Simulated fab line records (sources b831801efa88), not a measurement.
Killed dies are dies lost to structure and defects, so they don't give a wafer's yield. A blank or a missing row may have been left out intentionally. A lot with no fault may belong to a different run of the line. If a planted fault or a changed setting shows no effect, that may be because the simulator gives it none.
fab line records | flow gf180mcu | part 1 of 2: steps 1 to 23 of 33
record lots=5 wafers=15 last-day=34
route steps=602 shown V2@405 M3@409 V3@429
lots with no fault: from the same line, run without faults
start-h: the number of hours between the record's first day and the start of the first shown wafer of the lot | wait-h: hours since the lot's step before | " repeats the value in the row above | L1.1+2: several wafers, shown together as one row | - no value, or no start was given | * or withheld: withheld | < > ~ a bound
route shown NAME@n: names a module that has steps shown in the file, with the first one's number in the route | usual: mean/standard deviation taken from wafers without a fault | same: alike in all rows | chamber/n: place in a boat | sites: per-site readings | _std_site: standard deviation of those values | _edge_site: mean of outer sites minus mean of inner sites | radius-mm: how far each site lies from the wafer's centre | mask NAME#n: copy n | behind: tool/chamber where the wafer was last shaped | hold: what put the lot on hold/how long, in hours/how the hold closed | device: whichever transistor did not switch (one of n, p or np) | end of line: tests run on the same wafers once the route is complete | step lacking rows: just its recipe | killed: dies lost to structure and defects at the first sort, not the wafer's yield | map: the dies of a wafer, with x for killed, . for not killed, _ for no die there
set.NAME: the setting the step ran with; set.NAME@STEP: the setting that earlier step ran with | model.NAME: the simulator's own value behind a step, which no gauge read
a table for each step, a row for each wafer; lots at some steps of the route
services: when a tool's chamber went out of use (start-h, in hours from the record's first day, below 0 if earlier), for how many hours, and the reason
## steps
# step GF_V2_CVD_23
# recipe material=W target-thk-nm=350 time-s=104.94 temp-c=400 pressure-torr=40
# usual heater-power-w=865/89
# columns lot.wafer tool chamber start-h wait-h heater-power-w
L079.2 cvd-w-02 1 517.42 0.0 776
L079.3 " 0 " " 809
L079.6 " 1 " " 785
L085.2 cvd-w-02 1 572.25 0.0 787
L085.4 " 0 " " 824
L085.5 " 1 " " 763
L088.3 cvd-w-02 0 586.77 0.1 824
L088.4 " 1 " " 789
L088.5 " 0 " " 813
L091.1 cvd-w-02 1 609.80 0.0 773
L091.3 " 0 " " 813
L091.4 " 1 " " 740
L096.2 cvd-w-02 0 646.01 0.0 798
L096.5 " 0 " " 825
L096.6 " 1 " " 794
# step GF_V2_RS_MEAS_24
# recipe thk-meas-gauge=four-point-probe reads=W_of_V2_CVD_23+TiN_of_V2_SPUTTER_22+Ti_of_V2_SPUTTER_21
# usual V2_W_RS=0.327/0.0044
# columns lot.wafer tool chamber start-h wait-h V2_W_RS[ohm/sq]
L079.2 film-metro-03 - 517.55 0.1 0.325
L079.3 " - " " 0.337
L079.6 " - " " 0.323
L085.2 film-metro-01 - 572.38 0.1 0.324
L085.4 " - " " 0.336
L085.5 " - " " 0.324
L088.3 film-metro-03 - 586.88 0.1 0.340
L088.4 " - " " 0.328
L088.5 " - " " 0.335
L091.1 film-metro-01 - 609.91 0.1 0.321
L091.3 " - " " 0.328
L091.4 " - " " 0.316
L096.2 film-metro-03 - 646.14 0.1 0.329
L096.5 " - " " 0.329
L096.6 " - " " 0.322
# step GF_V2_THK_MEAS_25
# recipe thk-meas-gauge=xrf reads=W_of_V2_CVD_23
# usual V2_W_THK=344/5.2
# columns lot.wafer tool chamber start-h wait-h V2_W_THK[nm]
L079.2 film-metro-03 - 517.66 0.1 345
L079.3 " - " " 333
L079.6 " - " " 347
L085.2 film-metro-01 - 572.49 0.1 345
L085.4 " - " " 333
L085.5 " - " " 346
L088.3 film-metro-03 - 586.98 0.1 328
L088.4 " - " " 339
L088.5 " - " " 336
L091.1 film-metro-01 - 610.03 0.1 353
L091.3 " - " " 347
L091.4 " - " " 359
L096.2 film-metro-03 - 646.25 0.1 342
L096.5 " - " " 342
L096.6 " - " " 347
# step GF_V2_CMP_26
# recipe stop-on=SiO2 down-force-psi=3.5 platen-rpm=60 t-overpolish-s=15 target-thk-nm=0 pad-velocity-m-s=0.94248
# usual edge-zone-pressure-frac=1.000/0.0054 motor-current-A=10.1/1.3 overpolish-run-s=15.000/0.0095 retaining-ring-pressure-frac=1.000/0.0049 slurry-flow-ml-min=150.0/0.49 time-to-endpoint-s=85/4.1
# columns lot.wafer tool chamber start-h wait-h edge-zone-pressure-frac motor-current-A overpolish-run-s retaining-ring-pressure-frac slurry-flow-ml-min time-to-endpoint-s
L079.3 cmp-01 2 517.71 0.0 1.000 8.5 15.000 0.995 149.7 82
L079.2 " 3 " " 0.999 11.0 14.985 1.003 150.0 79
L079.6 " 3 " " 0.990 10.3 15.008 1.002 149.4 79
L085.4 cmp-01 1 572.69 0.2 1.002 11.1 14.999 1.001 149.9 80
L085.2 " 2 " " 1.004 8.5 15.000 0.997 149.5 88
L085.5 " 1 " " 1.001 10.8 15.008 1.001 149.5 84
L088.3 cmp-01 3 587.07 0.1 1.005 10.9 14.996 0.999 150.1 81
L088.4 " 0 " " 0.997 10.0 14.999 0.992 149.9 93
L088.5 " 2 " " 0.996 8.6 14.988 1.011 149.9 90
L091.1 cmp-01 0 610.14 0.1 0.998 10.0 15.002 1.007 149.7 91
L091.3 " 1 " " 0.995 10.7 14.989 0.998 149.7 84
L091.4 " 2 " " 0.990 8.8 14.993 0.997 150.1 87
L096.2 cmp-01 0 646.56 0.3 0.997 10.1 14.986 1.002 149.5 92
L096.5 " 1 " " 1.000 10.8 14.993 0.993 150.0 84
L096.6 " 2 " " 0.995 8.5 14.994 0.992 149.7 88
# step GF_M3_SPUTTER_00
# recipe material=Ti target-thk-nm=37.5 arriving-ion-energy-ev=80 substrate-temp-c=200 chamber-pressure-pa=2 power-w=4000 time-s=150
# usual chamber-pressure-pa=2.000/0.004 throttle-valve-pct=29.8/1
# columns lot.wafer tool chamber start-h wait-h chamber-pressure-pa throttle-valve-pct
L079.2 pvd-sputter-03 - 518.01 0.2 2.006 28.7
L079.3 " - " " 1.997 29.5
L079.6 " - " " 2.000 29.2
L085.2 pvd-sputter-03 - 572.99 0.2 2.006 29.3
L085.4 " - " " 1.994 28.6
L085.5 " - " " 1.994 28.8
L088.3 pvd-sputter-03 - 587.32 0.2 1.996 30.4
L088.4 " - " " 2.000 30.9
L088.5 " - " " 2.001 29.4
L091.1 pvd-sputter-04 - 610.39 0.2 1.995 29.8
L091.3 " - " " 1.998 32.4
L091.4 " - " " 1.997 29.3
L096.2 pvd-sputter-04 - 646.71 0.1 1.996 29.6
L096.5 " - " " 2.002 28.6
L096.6 " - " " 1.997 29.5
# step GF_M3_SPUTTER_01
# recipe material=TiN target-thk-nm=30 power-w=6500 time-s=25 chamber-pressure-pa=0.4
# usual chamber-pressure-pa=0.4001/0.00079 throttle-valve-pct=29.8/1
# columns lot.wafer tool chamber start-h wait-h chamber-pressure-pa throttle-valve-pct
L079.2 pvd-sputter-03 - 518.12 0.1 0.3999 28.7
L079.3 " - " " 0.3987 29.4
L079.6 " - " " 0.4010 29.6
L085.2 pvd-sputter-03 - 573.09 0.1 0.3992 29.1
L085.4 " - " " 0.4013 28.9
L085.5 " - " " 0.4010 28.9
L088.3 pvd-sputter-03 - 587.42 0.1 0.3993 30.6
L088.4 " - " " 0.4005 30.8
L088.5 " - " " 0.3992 29.3
L091.1 pvd-sputter-04 - 610.49 0.1 0.4005 29.4
L091.3 " - " " 0.4000 32.1
L091.4 " - " " 0.4010 29.4
L096.2 pvd-sputter-04 - 646.81 0.1 0.3997 29.6
L096.5 " - " " 0.4008 28.8
L096.6 " - " " 0.4000 29.5
# step GF_M3_SPUTTER_02
# recipe material=AlCu target-thk-nm=450 power-w=10600 time-s=23.9 chamber-pressure-pa=0.4
# usual chamber-pressure-pa=0.4000/0.00083 throttle-valve-pct=29.9/1
# columns lot.wafer tool chamber start-h wait-h chamber-pressure-pa throttle-valve-pct
L079.2 pvd-sputter-03 - 518.16 0.0 0.4001 28.8
L079.3 " - " " 0.3986 29.3
L079.6 " - " " 0.4002 29.6
L085.2 pvd-sputter-03 - 573.13 0.0 0.4001 29.6
L085.4 " - " " 0.4017 28.7
L085.5 " - " " 0.4009 28.9
L088.3 pvd-sputter-03 - 587.45 0.0 0.3999 30.4
L088.4 " - " " 0.4008 30.4
L088.5 " - " " 0.3996 29.4
L091.1 pvd-sputter-04 - 610.52 0.0 0.4005 29.4
L091.3 " - " " 0.3985 32.0
L091.4 " - " " 0.3993 29.6
L096.2 pvd-sputter-04 - 646.84 0.0 0.3988 29.4
L096.5 " - " " 0.4014 29.0
L096.6 " - " " 0.3982 29.3
# step GF_M3_SPUTTER_03
# recipe material=Ti target-thk-nm=10 substrate-temp-c=300 chamber-pressure-pa=0.3 power-w=3000 time-s=6.7
# usual chamber-pressure-pa=0.3000/0.00059 throttle-valve-pct=29.9/1
# columns lot.wafer tool chamber start-h wait-h chamber-pressure-pa throttle-valve-pct
L079.2 pvd-sputter-03 - 518.19 0.0 0.3004 28.8
L079.3 " - " " 0.3000 29.3
L079.6 " - " " 0.3008 29.4
L085.2 pvd-sputter-03 - 573.16 0.0 0.3000 29.3
L085.4 " - " " 0.2994 28.8
L085.5 " - " " 0.3000 28.9
L088.3 pvd-sputter-03 - 587.48 0.0 0.2990 30.3
L088.4 " - " " 0.2995 30.9
L088.5 " - " " 0.2991 29.4
L091.1 pvd-sputter-04 - 610.55 0.0 0.3007 29.4
L091.3 " - " " 0.2997 32.1
L091.4 " - " " 0.2995 29.2
L096.2 pvd-sputter-04 - 646.87 0.0 0.2997 29.7
L096.5 " - " " 0.3008 28.6
L096.6 " - " " 0.2997 29.6
# step GF_M3_SPUTTER_04
# recipe material=TiN target-thk-nm=50 power-w=6500 time-s=41.7 chamber-pressure-pa=0.4
# usual chamber-pressure-pa=0.3999/0.00085 throttle-valve-pct=29.8/1
# columns lot.wafer tool chamber start-h wait-h chamber-pressure-pa throttle-valve-pct
L079.2 pvd-sputter-03 - 518.22 0.0 0.4000 28.8
L079.3 " - " " 0.4007 29.4
L079.6 " - " " 0.3998 29.4
L085.2 pvd-sputter-03 - 573.18 0.0 0.3994 29.4
L085.4 " - " " 0.3990 28.6
L085.5 " - " " 0.3990 28.4
L088.3 pvd-sputter-03 - 587.50 0.0 0.4013 30.5
L088.4 " - " " 0.4009 31.0
L088.5 " - " " 0.3987 29.3
L091.1 pvd-sputter-04 - 610.57 0.0 0.3988 29.8
L091.3 " - " " 0.3986 32.1
L091.4 " - " " 0.4006 29.4
L096.2 pvd-sputter-04 - 646.89 0.0 0.3987 29.6
L096.5 " - " " 0.4005 28.7
L096.6 " - " " 0.3998 29.6
# step GF_M3_RS_MEAS_05
# recipe thk-meas-gauge=four-point-probe reads=TiN_of_M3_SPUTTER_04+Ti_of_M3_SPUTTER_03+AlCu_of_M3_SPUTTER_02+TiN_of_M3_SPUTTER_01+Ti_of_M3_SPUTTER_00
# usual M3_ALCU_RS=0.0700/0.00066
# columns lot.wafer tool chamber start-h wait-h M3_ALCU_RS[ohm/sq]
L079.2 film-metro-02 - 518.28 0.0 0.0698
L079.3 " - " " 0.0690
L079.6 " - " " 0.0689
L085.2 film-metro-04 - 573.24 0.0 0.0694
L085.4 " - " " 0.0699
L085.5 " - " " 0.0697
L088.3 film-metro-02 - 587.58 0.1 0.0712
L088.4 " - " " 0.0706
L088.5 " - " " 0.0706
L091.1 film-metro-01 - 610.61 0.0 0.0690
L091.3 " - " " 0.0704
L091.4 " - " " 0.0697
L096.2 film-metro-02 - 646.95 0.0 0.0693
L096.5 " - " " 0.0702
L096.6 " - " " 0.0698
# step GF_M3_THK_MEAS_06
# recipe thk-meas-gauge=xrf reads=AlCu_of_M3_SPUTTER_02
# usual M3_ALCU_THK=447/3.9
# columns lot.wafer tool chamber start-h wait-h M3_ALCU_THK[nm]
L079.2 film-metro-02 - 518.39 0.1 450
L079.3 " - " " 452
L079.6 " - " " 452
L085.2 film-metro-04 - 573.35 0.1 450
L085.4 " - " " 447
L085.5 " - " " 447
L088.3 film-metro-02 - 587.68 0.1 438
L088.4 " - " " 445
L088.5 " - " " 446
L091.1 film-metro-01 - 610.73 0.1 457
L091.3 " - " " 444
L091.4 " - " " 453
L096.2 film-metro-02 - 647.06 0.1 454
L096.5 " - " " 448
L096.6 " - " " 448
# step GF_M3_DEHYDRATE_07
# recipe temp-c=200 time-s=60
# usual resist-line-temp-C=23.02/0.12
# columns lot.wafer tool chamber start-h wait-h resist-line-temp-C
L079.2 litho-track-03 0 529.04 10.6 22.88
L079.3 " 0 " " 22.87
L079.6 " 0 " " 22.82
L085.2 litho-track-02 0 583.29 9.9 22.76
L085.4 " 0 " " 22.90
L085.5 " 0 " " 22.92
L088.3 litho-track-03 0 597.71 10.0 23.00
L088.4 " 0 " " 23.02
L088.5 " 0 " " 23.07
L091.1 litho-track-03 0 620.66 9.9 23.16
L091.3 " 0 " " 23.13
L091.4 " 0 " " 22.98
L096.2 litho-track-02 0 656.59 9.5 23.06
L096.5 " 0 " " 23.06
L096.6 " 0 " " 22.92
# step GF_M3_HMDS_08
# recipe prime-time-s=60 prime-temp-c=120
# usual resist-line-temp-C=23.01/0.11
# columns lot.wafer tool chamber start-h wait-h resist-line-temp-C
L079.2 litho-track-03 0 529.19 0.1 23.03
L079.3 " 0 " " 22.97
L079.6 " 0 " " 22.88
L085.2 litho-track-02 0 583.44 0.1 23.05
L085.4 " 0 " " 23.04
L085.5 " 0 " " 23.06
L088.3 litho-track-03 0 597.86 0.1 22.90
L088.4 " 0 " " 22.97
L088.5 " 0 " " 23.01
L091.1 litho-track-03 0 620.81 0.1 22.98
L091.3 " 0 " " 22.96
L091.4 " 0 " " 22.87
L096.2 litho-track-02 0 656.74 0.1 22.93
L096.5 " 0 " " 22.90
L096.6 " 0 " " 22.80
# step GF_M3_COAT_09
# recipe resist=KrF spin-rpm=withheld resist-thk-nm=1000
# usual resist-line-temp-C=23.00/0.11
# columns lot.wafer tool chamber start-h wait-h resist-line-temp-C
L079.2 litho-track-03 0 529.34 0.1 23.01
L079.3 " 0 " " 23.14
L079.6 " 0 " " 23.06
L085.2 litho-track-02 0 583.59 0.1 22.97
L085.4 " 0 " " 22.94
L085.5 " 0 " " 22.97
L088.3 litho-track-03 0 598.01 0.1 23.09
L088.4 " 0 " " 22.93
L088.5 " 0 " " 22.89
L091.1 litho-track-03 0 620.96 0.1 22.89
L091.3 " 0 " " 22.97
L091.4 " 0 " " 22.90
L096.2 litho-track-02 0 656.89 0.1 23.02
L096.5 " 0 " " 23.11
L096.6 " 0 " " 23.33
# step GF_M3_SOFTBAKE_10
# recipe temp-c=128.9 time-s=60 resist=KrF
# usual resist-line-temp-C=23.02/0.095
# columns lot.wafer tool chamber start-h wait-h resist-line-temp-C
L079.2 litho-track-03 0 529.49 0.1 23.10
L079.3 " 0 " " 22.99
L079.6 " 0 " " 23.03
L085.2 litho-track-02 0 583.74 0.1 22.99
L085.4 " 0 " " 22.99
L085.5 " 0 " " 22.96
L088.3 litho-track-03 0 598.16 0.1 22.88
L088.4 " 0 " " 23.02
L088.5 " 0 " " 23.06
L091.1 litho-track-03 0 621.11 0.1 23.09
L091.3 " 0 " " 23.02
L091.4 " 0 " " 23.05
L096.2 litho-track-02 0 657.04 0.1 23.10
L096.5 " 0 " " 22.88
L096.6 " 0 " " 22.97
# step GF_M3_EXPOSE_11
# recipe mask-id=Metal3 target-cd-nm=280 na=0.68 source-shape=conventional sigma-outer=0.6 dose-mj=28
# usual reticle-temp-C=23.00/0.11
# columns lot.wafer tool chamber start-h wait-h mask reticle-temp-C
L079.2 krf-scanner-01 0 - - Metal3#0 22.84
L079.3 " 0 " " Metal3#0 23.06
L079.6 " 0 " " Metal3#0 23.08
L085.2 krf-scanner-01 0 - - Metal3#0 22.95
L085.4 " 0 " " Metal3#0 22.98
L085.5 " 0 " " Metal3#0 22.78
L088.3 krf-scanner-02 0 - - Metal3#0 23.03
L088.4 " 0 " " Metal3#0 22.91
L088.5 " 0 " " Metal3#0 22.91
L091.1 krf-scanner-01 0 - - Metal3#0 23.21
L091.3 " 0 " " Metal3#0 23.00
L091.4 " 0 " " Metal3#0 23.06
L096.2 krf-scanner-02 0 - - Metal3#0 22.82
L096.5 " 0 " " Metal3#0 23.09
L096.6 " 0 " " Metal3#0 23.15
# step GF_M3_PEB_12
# recipe peb-temp-c=135 peb-time-s=90 resist=KrF
# usual resist-line-temp-C=23.02/0.12
# columns lot.wafer tool chamber start-h wait-h resist-line-temp-C
L079.2 litho-track-01 0 - - 23.08
L079.3 " 0 " " 22.87
L079.6 " 0 " " 22.86
L085.2 litho-track-02 0 - - 23.04
L085.4 " 0 " " 23.04
L085.5 " 0 " " 22.88
L088.3 litho-track-01 0 - - 22.89
L088.4 " 0 " " 22.88
L088.5 " 0 " " 23.01
L091.1 litho-track-02 0 - - 22.93
L091.3 " 0 " " 22.99
L091.4 " 0 " " 23.12
L096.2 litho-track-02 0 - - 23.12
L096.5 " 0 " " 23.11
L096.6 " 0 " " 22.96
# step GF_M3_DEVELOP_13
# recipe develop-time-s=60 dev-temp-c=21
# usual resist-line-temp-C=23.02/0.11
# columns lot.wafer tool chamber start-h wait-h resist-line-temp-C
L079.2 litho-track-01 0 540.45 0.2 23.15
L079.3 " 0 " " 23.12
L079.6 " 0 " " 23.20
L085.2 litho-track-02 0 594.29 0.2 23.01
L085.4 " 0 " " 22.89
L085.5 " 0 " " 23.13
L088.3 litho-track-01 0 608.43 0.1 23.17
L088.4 " 0 " " 23.06
L088.5 " 0 " " 23.06
L091.1 litho-track-02 0 631.21 0.2 23.15
L091.3 " 0 " " 23.21
L091.4 " 0 " " 23.13
L096.2 litho-track-02 0 666.54 0.2 23.01
L096.5 " 0 " " 23.12
L096.6 " 0 " " 22.91
# step GF_M3_CD_MEAS_14
# recipe target-cd-nm=280
# usual cd-nm=279.8/1.5
# columns lot.wafer tool chamber start-h wait-h cd-nm
L079.2 cd-sem-01 - 540.60 0.1 276.1
L079.3 " - " " 276.9
L079.6 " - " " 277.4
L085.2 cd-sem-02 - 594.43 0.1 281.8
L085.4 " - " " 281.3
L085.5 " - " " 281.8
L088.3 cd-sem-02 - 608.57 0.1 283.2
L088.4 " - " " 284.6
L088.5 " - " " 283.0
L091.1 cd-sem-01 - 631.48 0.2 279.7
L091.3 " - " " 278.7
L091.4 " - " " 279.2
L096.2 cd-sem-02 - 666.68 0.1 280.3
L096.5 " - " " 278.7
L096.6 " - " " 279.4
# step GF_M3_OVL_MEAS_15
# usual M3_OVL=-5/5
# columns lot.wafer tool chamber start-h wait-h M3_OVL[nm]
L079.2 overlay-01 - 540.71 0.1 -5
L079.3 " - " " -13
L079.6 " - " " -4
L085.2 overlay-01 - 594.54 0.1 -4
L085.4 " - " " -12
L085.5 " - " " -10
L088.3 overlay-02 - 608.66 0.1 -3
L088.4 " - " " -10
L088.5 " - " " -9
L091.1 overlay-02 - 631.60 0.1 -1
L091.3 " - " " -6
L091.4 " - " " 4
L096.2 overlay-01 - 666.79 0.1 -4
L096.5 " - " " 2
L096.6 " - " " -11
# step GF_M3_METAL_ETCH_16
# recipe chemistry=Cl2/BCl3 mask-material=KrF target-depth-nm=750.8 stop-on=SiO2 pressure-mtorr=8 icp-w=800 bias-w=140 Cl2_flow_sccm=80 bcl3-flow-sccm=40 time-s=125.1
# usual drypump-motor-current-A=5.7/0.53 oes-product-au=0.989/0.0062 throttle-valve-pct=28.233/0.0094
# columns lot.wafer tool chamber start-h wait-h drypump-motor-current-A oes-product-au rf-hours-counter-h throttle-valve-pct
L079.2 rie-metal-03 0 540.74 0.0 5.2 0.979 3 28.232
L079.3 " 1 " " 6.3 0.992 - 28.232
L079.6 " 0 " " 5.2 0.982 - 28.252
L085.2 rie-metal-04 1 594.57 0.0 5.1 0.984 3 28.229
L085.4 " 1 " " 5.1 0.977 - 28.244
L085.5 " 1 " " 5.1 0.987 - 28.236
L088.3 rie-metal-01 1 608.73 0.1 6.3 0.975 - 28.255
L088.4 " 0 " " 5.3 0.979 - 28.225
L088.5 " 1 " " 6.3 0.985 - 28.247
L091.1 rie-metal-03 0 631.63 0.0 5.2 0.981 7 28.225
L091.3 " 0 " " 5.2 0.989 - 28.222
L091.4 " 1 " " 6.3 0.993 - 28.233
L096.2 rie-metal-03 0 666.86 0.1 5.2 0.992 - 28.241
L096.5 " 0 " " 5.2 0.985 - 28.239
L096.6 " 0 " " 5.2 0.975 - 28.220
# step GF_M3_STRIP_17
# recipe chemistry=O2/N2 power-w=1400 pressure-mtorr=1500 platen-temp-c=250 o2-flow-sccm=3000 n2-flow-sccm=300 overash-fraction=0.5
# usual drypump-motor-current-A=5.9/0.47 heater-power-w=336/21 o2-flow-sccm=2999/9.1 oes-product-au=0.538/0.0047 strip-time-to-endpoint-s=7.42/0.037
# columns lot.wafer tool chamber start-h wait-h drypump-motor-current-A heater-power-w o2-flow-sccm oes-product-au rf-hours-counter-h strip-time-to-endpoint-s
L079.2 plasma-asher-03 0 540.86 0.1 5.6 332 3016 0.539 11 7.37
L079.3 " 0 " " 5.6 324 2999 0.535 - 7.35
L079.6 " 1 " " 6.5 328 2991 0.540 - 7.45
L085.2 plasma-asher-01 1 594.70 0.1 6.2 317 3008 0.539 88 7.43
L085.4 " 0 " " 5.1 347 2999 0.537 - 7.44
L085.5 " 1 " " 6.3 326 2993 0.541 - 7.44
L088.3 plasma-asher-01 0 608.85 0.1 5.2 335 2987 0.541 - 7.42
L088.4 " 1 " " 6.3 313 2992 0.539 - 7.48
L088.5 " 1 " " 6.3 322 2998 0.542 - 7.43
L091.1 plasma-asher-03 1 631.76 0.1 6.5 328 2991 0.543 21 7.40
L091.3 " 1 " " 6.4 323 2982 0.537 - 7.45
L091.4 " 0 " " 5.6 323 2993 0.535 - 7.42
L096.2 plasma-asher-04 1 667.08 0.2 5.6 373 3008 0.535 108 7.35
L096.5 " 1 " " 5.5 384 2999 0.538 - 7.39
L096.6 " 0 " " 5.5 365 3002 0.534 - 7.41
# step GF_M3_STRIP_18
# recipe chemistry=post-etch-residue-remover time-s=1200 temp-c=72.5
# columns lot.wafer tool chamber start-h wait-h
L079.2+3+6 wet-bench-04 0 540.96 0.1
L085.2+4+5 wet-bench-03 1 594.80 0.1
L088.3+4+5 wet-bench-01 1 608.91 0.0
L091.1+3+4 wet-bench-04 3 631.86 0.1
L096.2+5+6 wet-bench-04 2 667.18 0.1
